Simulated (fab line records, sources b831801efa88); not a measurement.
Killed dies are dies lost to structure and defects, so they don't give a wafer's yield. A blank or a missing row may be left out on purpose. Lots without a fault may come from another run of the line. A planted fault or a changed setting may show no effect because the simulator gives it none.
fab line records | flow gf180mcu
record lots=9 wafers=27 last_day=33
route steps=602 shown STI@30 POLY_GATE@171 PSD@256 CONTACT@289
lots that met no fault: from a run of the same line without faults
start_h: hours from the record's first day to the start of the lot's first wafer shown | wait_h: hours since the lot's step before | " the same as in the row above | L1.1+2: a row that stands for several wafers | - no value, or no start given | * or withheld: withheld | < > ~ a bound
route shown NAME@n: a module of which the file shows steps, and the number in the route of the first | usual: mean/standard deviation of fault-free wafers | same: alike in all rows | chamber/n: place in a boat | sites: the reading at each site | _std_site: their standard deviation | _edge_site: outer sites' mean less inner sites' | radius_mm: how far each site lies from the wafer's centre | mask NAME#n: copy n | behind: the tool/chamber that last shaped the wafer | hold: why the lot was held/for how many hours/how that ended | device: the transistor (n, p or np) that didn't switch | end of line: the same wafers' tests at the end of the route | a step without rows: its recipe alone | killed: dies lost to structure and defects at the first sort, not the wafer's yield | map: a wafer's dies, x killed, . not, _ none there
set.NAME: the setting as run; set.NAME@STEP: as run at that earlier step | model.NAME: the simulator's own value behind a step, which no gauge read
steps of the route over a sample of lots; a table a step, a row a wafer
services: from which hour (start_h, from the record's first day; less than 0 if before it) a tool's chamber was out of use, for how many hours, and why
## steps
# step GF_STI_OXIDATION_29
# recipe temp_c=900 ambient=O2 stabilise_s=600 purge_s=300 target_thk_a=100 ox_time_s=1418
# usual spike_tc_top_C=914.7/1.2
# columns lot.wafer tool chamber start_h wait_h spike_tc_top_C
L444.1 furnace-02 0 31.21 0.8 915.2
L444.2 " 0 " " 913.2
L444.5 " 0 " " 913.5
L445.2 furnace-01 0 36.84 1.7 917.1
L445.3 " 0 " " 915.0
L445.4 " 0 " " 916.3
L446.1 furnace-02 0 40.67 0.2 914.5
L446.3 " 0 " " 912.4
L446.5 " 0 " " 913.0
L450.3 furnace-02 0 59.33 0.0 915.5
L450.5 " 0 " " 915.4
L450.6 " 0 " " 913.9
L451.2 furnace-01 0 65.46 0.0 917.0
L451.3 " 0 " " 915.1
L451.6 " 0 " " 915.4
L454.1 furnace-02 0 79.74 0.0 915.1
L454.3 " 0 " " 913.1
L454.5 " 0 " " 913.3
L456.1 furnace-02 0 89.81 0.0 913.8
L456.3 " 0 " " 914.1
L456.4 " 0 " " 914.6
L457.2 furnace-01 0 95.36 0.0 915.2
L457.4 " 0 " " 916.1
L457.6 " 0 " " 915.3
L462.1 furnace-01 0 122.97 1.4 915.4
L462.3 " 0 " " 917.5
L462.4 " 0 " " 917.0
# step GF_STI_THK_MEAS_30
# recipe reads=SiO2_of_STI_OXIDATION_29
# usual STI_OXIDATION_02_THK=10.05/0.19
# columns lot.wafer tool chamber start_h wait_h STI_OXIDATION_02_THK[nm]
L444.1 film_metro-02 - 32.61 0.0 10.21
L444.2 " - " " 10.00
L444.5 " - " " 10.13
L445.2 film_metro-02 - 38.24 0.0 10.22
L445.3 " - " " 10.02
L445.4 " - " " 9.89
L446.1 film_metro-01 - 42.06 0.0 9.67
L446.3 " - " " 9.84
L446.5 " - " " 9.88
L450.3 film_metro-03 - 60.74 0.0 9.86
L450.5 " - " " 10.13
L450.6 " - " " 9.94
L451.2 film_metro-01 - 66.86 0.0 9.86
L451.3 " - " " 9.89
L451.6 " - " " 9.75
L454.1 film_metro-02 - 81.13 0.0 11.22
L454.3 " - " " 11.21
L454.5 " - " " 11.22
L456.1 film_metro-01 - 91.20 0.0 11.74
L456.3 " - " " 11.70
L456.4 " - " " 11.43
L457.2 film_metro-03 - 96.76 0.0 9.99
L457.4 " - " " 10.01
L457.6 " - " " 10.02
L462.1 film_metro-02 - 124.36 0.0 10.11
L462.3 " - " " 10.11
L462.4 " - " " 10.14
# step GF_POLY_GATE_STRIP_14
# recipe chemistry=O2/N2 power_w=1400 pressure_mtorr=1500 platen_temp_c=250 o2_flow_sccm=3000 n2_flow_sccm=300 overash_fraction=0.5
# usual drypump_motor_current_A=5.7/0.39 heater_power_w=328/37 oes_product_au=0.504/0.0045
# columns lot.wafer tool chamber start_h wait_h drypump_motor_current_A heater_power_w oes_product_au rf_hours_counter_h
L444.1 plasma_asher-02 1 201.64 0.0 5.4 388 0.501 43
L444.2 " 0 " " 5.7 318 0.510 43
L444.5 " 0 " " 5.7 317 0.504 -
L445.2 plasma_asher-02 1 207.15 0.0 5.5 378 0.506 43
L445.3 " 0 " " 5.7 333 0.499 -
L445.4 " 1 " " 5.4 385 0.501 -
L446.1 plasma_asher-04 1 215.15 0.0 5.8 272 0.497 61
L446.3 " 0 " " 5.2 324 0.506 -
L446.5 " 0 " " 5.2 323 0.511 -
L450.3 plasma_asher-01 0 244.03 0.1 6.6 380 0.503 -
L450.5 " 1 " " 5.9 307 0.500 -
L450.6 " 0 " " 6.5 363 0.514 -
L451.2 plasma_asher-04 0 248.62 0.0 5.2 315 0.502 64
L451.3 " 1 " " 5.8 275 0.507 -
L451.6 " 1 " " 5.8 275 0.511 -
L454.1 plasma_asher-01 1 270.05 0.0 5.8 308 0.501 62
L454.3 " 1 " " 5.9 307 0.504 -
L454.5 " 0 " " 6.5 370 0.508 -
L456.1 plasma_asher-02 0 281.97 0.0 5.7 317 0.505 51
L456.3 " 1 " " 5.5 391 0.510 -
L456.4 " 0 " " 5.7 321 0.499 -
L457.2 plasma_asher-01 0 289.37 0.0 6.5 374 0.499 64
L457.4 " 1 " " 5.8 303 0.514 -
L457.6 " 0 " " 6.5 382 0.506 -
L462.1 plasma_asher-04 1 326.55 0.0 5.8 286 0.507 73
L462.3 " 1 " " 5.8 284 0.503 -
L462.4 " 0 " " 5.2 333 0.505 -
# step GF_PSD_OVL_MEAS_08
# usual PSD_OVL=-0.3/1.8
# columns lot.wafer tool chamber start_h wait_h PSD_OVL[nm]
L444.1 overlay-01 - 324.21 0.1 1.0
L444.2 " - " " 0.1
L444.5 " - " " -0.1
L445.2 overlay-02 - 331.78 0.1 0.2
L445.3 " - " " 0.7
L445.4 " - " " 0.7
L446.1 overlay-02 - 339.71 0.1 -3.1
L446.3 " - " " -1.7
L446.5 " - " " -1.5
L450.3 overlay-01 - 372.94 0.1 -1.0
L450.5 " - " " 0.5
L450.6 " - " " -1.4
L451.2 overlay-01 - 379.07 0.1 -2.2
L451.3 " - " " -3.5
L451.6 " - " " -3.8
L454.1 overlay-02 - 403.62 0.1 0.0
L454.3 " - " " -0.8
L454.5 " - " " 0.0
L456.1 overlay-02 - 418.57 0.1 -0.7
L456.3 " - " " 0.9
L456.4 " - " " 2.6
L457.2 overlay-02 - 428.01 0.1 -1.4
L457.4 " - " " -2.3
L457.6 " - " " -1.8
L462.1 overlay-01 - 471.07 0.1 -3.4
L462.3 " - " " -3.9
L462.4 " - " " -3.9
# step GF_CONTACT_CVD_02
# recipe material=SiO2 target_thk_nm=860 precursor=TEOS temp_c=400 time_s=95.992 rf_w=600
# usual heater_power_w=646/95
# columns lot.wafer tool chamber start_h wait_h heater_power_w
L444.1 pecvd-04 2 347.48 0.1 592
L444.2 " 0 " " 673
L444.5 " 2 " " 627
L445.2 pecvd-01 0 354.88 0.0 679
L445.3 " 1 " " 570
L445.4 " 1 " " 635
L446.1 pecvd-04 2 363.14 0.1 591
L446.3 " 1 " " 535
L446.5 " 2 " " 624
L450.3 pecvd-01 0 397.70 0.0 687
L450.5 " 1 " " 688
L450.6 " 0 " " 562
L451.2 pecvd-01 2 404.22 0.0 835
L451.3 " 1 " " 611
L451.6 " 1 " " 645
L454.1 pecvd-04 1 429.57 0.1 605
L454.3 " 2 " " 529
L454.5 " 0 " " 721
L456.1 pecvd-04 1 443.59 0.1 498
L456.3 " 2 " " 590
L456.4 " 0 " " 746
L457.2 pecvd-04 0 454.21 0.0 769
L457.4 " 2 " " 626
L457.6 " 1 " " 631
L462.1 pecvd-03 0 496.61 0.1 578
L462.3 " 2 " " 508
L462.4 " 2 " " 412
## services
# columns tool chamber start_h hours kind
pecvd-01 - 39.62 0.8 pm
furnace-01 - 42.00 2.9 pm
plasma_asher-01 - 49.68 13.6 repair
plasma_asher-01 - 60.91 2.9 repair
plasma_asher-04 - 83.07 14.1 repair
furnace-01 - 111.52 2.4 pm
pecvd-04 - 137.00 4.3 pm
furnace-01 - 139.03 15.3 repair
plasma_asher-04 - 166.33 2.8 pm
furnace-02 - 188.12 4.1 pm
furnace-02 - 200.29 3.6 pm
pecvd-01 0 206.97 38.8 repair
furnace-02 - 223.17 3.7 pm
pecvd-01 1 303.13 11.6 repair
pecvd-04 2 312.19 10.3 repair
pecvd-04 0 324.27 4.8 repair
plasma_asher-02 - 340.45 2.7 repair
furnace-02 - 368.07 3.1 pm
furnace-01 - 377.77 4.5 pm
plasma_asher-02 - 380.05 0.6 repair
plasma_asher-02 - 382.30 1.6 repair
pecvd-04 0 389.30 6.0 repair
furnace-01 - 392.25 3.6 pm
pecvd-04 - 485.23 6.0 pm
## key
first_sign step=GF_STI_THK_MEAS_30 reading=STI_OXIDATION_02_THK direction=up sigmas=7.2 usual=10.05 struck=11.42
effect none on later readings
met_at GF_STI_OXIDATION_29
struck_lots L454,L456
tester_left_out L454,L456
not_acting_at GF_POLY_GATE_STRIP_14,GF_PSD_OVL_MEAS_08,GF_CONTACT_CVD_02
onset_between 59.33 79.74
fault kind=process_parameter_drift tool=furnace-02 chamber=- onset_h=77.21 steps=GF_STI_OXIDATION_29 channel=ox_time_s offset=* shape=step end_h=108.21 acts_in=* stated=*
# tester_left_out: of these lots the tester's yield and bins aren't shown, on N5 and GAA mostly nor the transistor test; their killed dies are dies lost to structure and defects alone, not to doping, threshold or leakage, so they don't give the yield
